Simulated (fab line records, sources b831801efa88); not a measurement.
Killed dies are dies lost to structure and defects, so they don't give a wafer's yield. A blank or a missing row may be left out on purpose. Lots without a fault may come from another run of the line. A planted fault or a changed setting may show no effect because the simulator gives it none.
Problem report in the 8D (eight disciplines) form, filled by code | flow sky130 | the parts of the form that need people (team, actions taken, sign-off) are left out

1. THE PROBLEM
CAPM_TIN_RS at SKY_CAPM_RS_MEAS_03 reads a mean of 4.44 ohm/sq on 1 wafer of 1 lot; wafers without a fault read 6.94 ohm/sq with a standard deviation of 0.083. That is -30 standard deviations from the usual mean.
The step: measures by four-point-probe.
First seen on wafer L523.5, day 41 08:29, on film_metro-01. The record holds 36 wafers of 12 lots with a number at this step. Rule for "out", or "out of limits": more than 4 standard deviations from the usual mean. The other wafers with a number count as sound.

2. WHAT IT IS AND WHAT IT IS NOT
question                    | is                | is not
which readings at this step | CAPM_TIN_RS       | -
which lots                  | L523              | L507, L508, L509, L510, L512, L513, L516, L518, L521, L526, L527
which wafers of those lots  | L523.5            | L523.1, L523.4
read on which gauges        | film_metro-01     | film_metro-03, film_metro-04
when                        | from day 41 08:29 | up to then (29 sound wafers); but 6 sound wafers of L526, L527 came after

3. SUSPECTS, AND WHAT RULES EACH OUT
Counting: a tool at a process step up to the reading stays a suspect if it ran every lot that is out. Sound lots after the first of them don't rule it out here, since some wafers of a struck lot are sound.
- the gauge at SKY_CAPM_RS_MEAS_03: ruled out. All the wafers that are out were read on film_metro-01, but those of them that SKY_CAPM_METAL_ETCH_13 has rows for are out there too, on other tools.
- pvd_sputter-04 at SKY_CAPM_SPUTTER_02 (material TiN, target thk 200 nm, time 166.7 s): kept. It ran the lot that is out, L523 (day 41 08:22); its last sound lot up to then is L513 (day 38 13:59).
Left after counting: pvd_sputter-04 at SKY_CAPM_SPUTTER_02.

4. THE CAUSE (what the simulator had put in)
Process parameter drift: pvd_sputter-04, from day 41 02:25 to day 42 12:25, at SKY_CAPM_SPUTTER_02. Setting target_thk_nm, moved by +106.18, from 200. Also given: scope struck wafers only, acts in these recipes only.
Counting left only this tool.

5. THE CHAIN OF EFFECTS, in route order
Each row: a reading whose mean over the struck wafers that have a number lies more than 3 standard deviations from the usual. Only readings for which the record gives a usual standard deviation are gone through. hours: the time from each lot's start at the first step in this table that gives one to its start at this step, as a median over the lots. sigmas: the change in usual standard deviations.
hours | step                   | reading              | usual       | on struck wafers | change | sigmas
0     | SKY_CAPM_RS_MEAS_03    | CAPM_TIN_RS          | 6.94 ohm/sq | 4.44             | -2.50  | -30
2     | SKY_CAPM_THK_MEAS_04   | CAPM_TIN_THK         | 200.2 nm    | 306.9            | +106.7 | +43
24    | SKY_CAPM_METAL_ETCH_13 | oes_product_au       | 0.939 a.u.  | 0.998            | +0.059 | +8.2
24    | SKY_CAPM_METAL_ETCH_13 | throttle_valve_pct   | 21.902 %    | 21.861           | -0.041 | -4.2
200   | SKY_PAD_OPEN_PROBE_99  | defect_limited_yield | 82.3 %      | 0.0              | -82.3  | -43
200   | SKY_PAD_OPEN_PROBE_99  | killed_at_other      | 0.3         | 406.0            | +405.7 | +99 or more
200   | SKY_PAD_OPEN_PROBE_99  | killed_dies          | 87          | 492              | +405   | +44
200   | SKY_PAD_OPEN_PROBE_99  | killed_on_rim        | 17          | 96               | +79    | +19
200   | SKY_PAD_OPEN_PROBE_99  | sort_bin_3_pad_short | 0.9 %       | 83.1             | +82.2  | +99 or more
200   | SKY_PAD_OPEN_PROBE_99  | sort_n_pass          | 405         | 0                | -405   | -44
200   | SKY_PAD_OPEN_PROBE_99  | sort_yield_pct       | 82.3 %      | 0.0              | -82.3  | -43
The process steps in it:
- SKY_CAPM_METAL_ETCH_13: etches TiN in Cl2/BCl3, stops on SiO2, target depth 220 nm, time 62.9 s.
- SKY_PAD_OPEN_PROBE_99

6. WHAT WOULD HAVE CAUGHT IT SOONER
In this record the first reading out of limits at a measuring or inspecting step was taken at day 41 08:29, 6 hours after the fault began at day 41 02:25.
Of the tool readings at SKY_CAPM_SPUTTER_02 for which the record gives a usual standard deviation, none was out on any struck wafer, so an alarm limit of 4 standard deviations on them would not have fired.
All the lots that are out (1) had begun SKY_CAPM_SPUTTER_02 on pvd_sputter-04 by day 41 08:29. A hold on the tool at that time would have spared none of them.
